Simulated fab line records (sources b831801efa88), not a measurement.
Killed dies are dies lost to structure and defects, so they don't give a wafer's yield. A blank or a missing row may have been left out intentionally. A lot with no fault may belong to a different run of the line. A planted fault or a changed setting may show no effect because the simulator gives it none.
Which tool did it?	flow gf180mcu	39 wafers from 13 lots sampled at 5 of the route's 602 steps

== WHAT THE GAUGES SHOWED, per wafer ==
GF_PSD_RS_MEAS_14: the measuring method here is four-point-probe. Usual: NSD_RS typically reads 46.15 ohm/sq, with standard deviation 0.097.
lot	measured	on	NSD_RS (ohm/sq)	flag
L521	day 14 04:17	film-metro-01	46.19 46.26 46.32	
L522	day 14 10:09	film-metro-01	46.22 46.12 46.14	
L523	day 15 00:10	film-metro-01	46.18 46.21 46.24	
L527	day 16 09:58	film-metro-04	46.29 46.34 46.34	
L531	day 17 21:05	film-metro-01	45.31 45.27 45.19	OFF
L533	day 18 13:39	film-metro-04	45.35 45.34 45.33	OFF
L534	day 18 19:58	film-metro-04	46.25 46.22 46.16	
L539	day 20 23:45	film-metro-01	46.21 46.15 46.26	
L540	day 21 03:29	film-metro-02	46.16 46.04 46.14	
L541	day 21 07:05	film-metro-04	46.20 46.22 46.23	
L542	day 21 11:55	film-metro-02	46.08 46.13 46.13	
L543	day 22 01:13	film-metro-04	46.12 46.18 46.07	
L544	day 22 08:13	film-metro-02	46.12 46.12 46.00	

GF_PSD_RS_MEAS_15: the measuring method here is four-point-probe. Usual: PSD_RS typically reads 108.63 ohm/sq, with standard deviation 0.3.
lot	measured	on	PSD_RS (ohm/sq)	flag
L521	day 14 04:24	film-metro-01	108.67 108.65 108.74	
L522	day 14 10:16	film-metro-01	109.06 108.99 108.66	
L523	day 15 00:17	film-metro-01	108.66 109.05 108.88	
L527	day 16 10:05	film-metro-04	109.46 109.37 109.39	
L531	day 17 21:12	film-metro-01	105.46 105.44 105.34	OFF
L533	day 18 13:46	film-metro-04	105.03 105.31 105.24	OFF
L534	day 18 20:05	film-metro-04	108.90 108.95 108.86	
L539	day 20 23:52	film-metro-01	108.78 108.63 108.65	
L540	day 21 03:36	film-metro-02	108.80 108.60 108.72	
L541	day 21 07:12	film-metro-04	108.58 108.56 108.50	
L542	day 21 12:02	film-metro-02	108.74 108.48 108.82	
L543	day 22 01:20	film-metro-04	108.12 108.19 108.62	
L544	day 22 08:20	film-metro-02	108.19 108.47 108.36	

GF_V4_THK_MEAS_01. Usual: V4_CVD_00_THK typically reads 600 nm, with standard deviation 6.
lot	measured	on	V4_CVD_00_THK (nm)	flag
L521	day 23 09:35	film-metro-02	603 597 598	
L522	day 23 11:58	film-metro-01	591 596 592	
L523	day 24 08:16	film-metro-01	602 607 595	
L527	day 25 14:07	film-metro-01	597 591 592	
L531	day 27 02:00	film-metro-01	592 603 595	
L533	day 27 17:51	film-metro-01	594 596 610	
L534	day 27 23:01	film-metro-03	605 597 601	
L539	day 29 13:29	film-metro-01	612 600 597	
L540	day 29 16:52	film-metro-03	594 596 601	
L541	day 29 21:35	film-metro-03	599 593 599	
L542	day 30 01:40	film-metro-01	602 607 605	
L543	day 30 10:36	film-metro-01	598 595 596	
L544	day 30 17:47	film-metro-02	600 597 606	

GF_V4_THK_MEAS_03. Usual: V4_CVD_02_THK typically reads 851 nm, with standard deviation 11.
lot	measured	on	V4_CVD_02_THK (nm)	flag
L521	day 23 09:43	film-metro-01	848 852 858	
L522	day 23 12:05	film-metro-03	847 855 856	
L523	day 24 08:23	film-metro-03	836 850 826	
L527	day 25 14:15	film-metro-03	851 851 857	
L531	day 27 02:07	film-metro-01	850 860 860	
L533	day 27 18:01	film-metro-01	833 846 850	
L534	day 27 23:08	film-metro-02	872 849 885	
L539	day 29 13:37	film-metro-01	856 846 866	
L540	day 29 17:00	film-metro-01	841 831 848	
L541	day 29 21:43	film-metro-03	837 842 862	
L542	day 30 01:47	film-metro-03	848 854 844	
L543	day 30 10:44	film-metro-02	850 849 856	
L544	day 30 17:55	film-metro-02	865 860 863	

== WHICH TOOL RAN EACH LOT (tool, then ch and the chambers of the sampled wafers, then the start) ==
lot	GF_PSD_RTA_13
L521	rtp-anneal-02 ch 0, day 14 04:11
L522	rtp-anneal-01 ch 0, day 14 10:04
L523	rtp-anneal-01 ch 0, day 15 00:05
L527	rtp-anneal-02 ch 0, day 16 09:53
L531	rtp-anneal-01 ch 0, day 17 20:59
L533	rtp-anneal-01 ch 0, day 18 13:34
L534	rtp-anneal-02 ch 0, day 18 19:52
L539	rtp-anneal-02 ch 0, day 20 23:40
L540	rtp-anneal-02 ch 0, day 21 03:23
L541	rtp-anneal-02 ch 0, day 21 06:59
L542	rtp-anneal-02 ch 0, day 21 11:50
L543	rtp-anneal-01 ch 0, day 22 01:08
L544	rtp-anneal-01 ch 0, day 22 08:07
- GF_PSD_RTA_13: time 20 s.

== AS READ BY THE TOOLS THEMSELVES (means over the sampled wafers that have a number; for cases with no such wafer, the mark the record gives instead) ==
GF_PSD_RTA_13. Usual: lamp-power-pct 32.4 %, standard deviation 1; wafer_temp_C_max 1030, standard deviation 3.1.
lot	tool	lamp-power-pct (%)	wafer_temp_C_max	flag
L521	rtp-anneal-02	31.2	1033	
L522	rtp-anneal-01	33.3	1028	
L523	rtp-anneal-01	33.3	1028	
L527	rtp-anneal-02	31.3	1034	
L531	rtp-anneal-01	33.9	1034	
L533	rtp-anneal-01	33.8	1035	
L534	rtp-anneal-02	31.3	1035	
L539	rtp-anneal-02	31.3	1033	
L540	rtp-anneal-02	31.3	1033	
L541	rtp-anneal-02	31.2	1034	
L542	rtp-anneal-02	31.3	1033	
L543	rtp-anneal-01	33.3	1028	
L544	rtp-anneal-01	33.3	1028	

== THE ANSWER, worked out from the rows above alone ==
Rule: a lot is off if the mean of its wafers that have a number lies more than 3 standard deviations from the usual mean. Also off: a lot with no number at a reading for which 4 or more lots have one. The other lots that the step has rows for count as sound. Order of review: gauges by route order, followed by the tools' own readings, for which a lot's mean as printed above is used. The first step at which some lot is off is used, and at that step the reading that is off furthest; a lot without a number counts as furthest.
Off: L531, L533, at GF_PSD_RS_MEAS_14 (NSD_RS).
If a tool, at a process step before that reading, ran all the lots that are off and no sound lot after the first of them, it fits. The gauges at GF_PSD_RS_MEAS_14 are tried like those tools. No candidate that was tried fits.

== WHAT THE SIMULATOR PUT IN ==
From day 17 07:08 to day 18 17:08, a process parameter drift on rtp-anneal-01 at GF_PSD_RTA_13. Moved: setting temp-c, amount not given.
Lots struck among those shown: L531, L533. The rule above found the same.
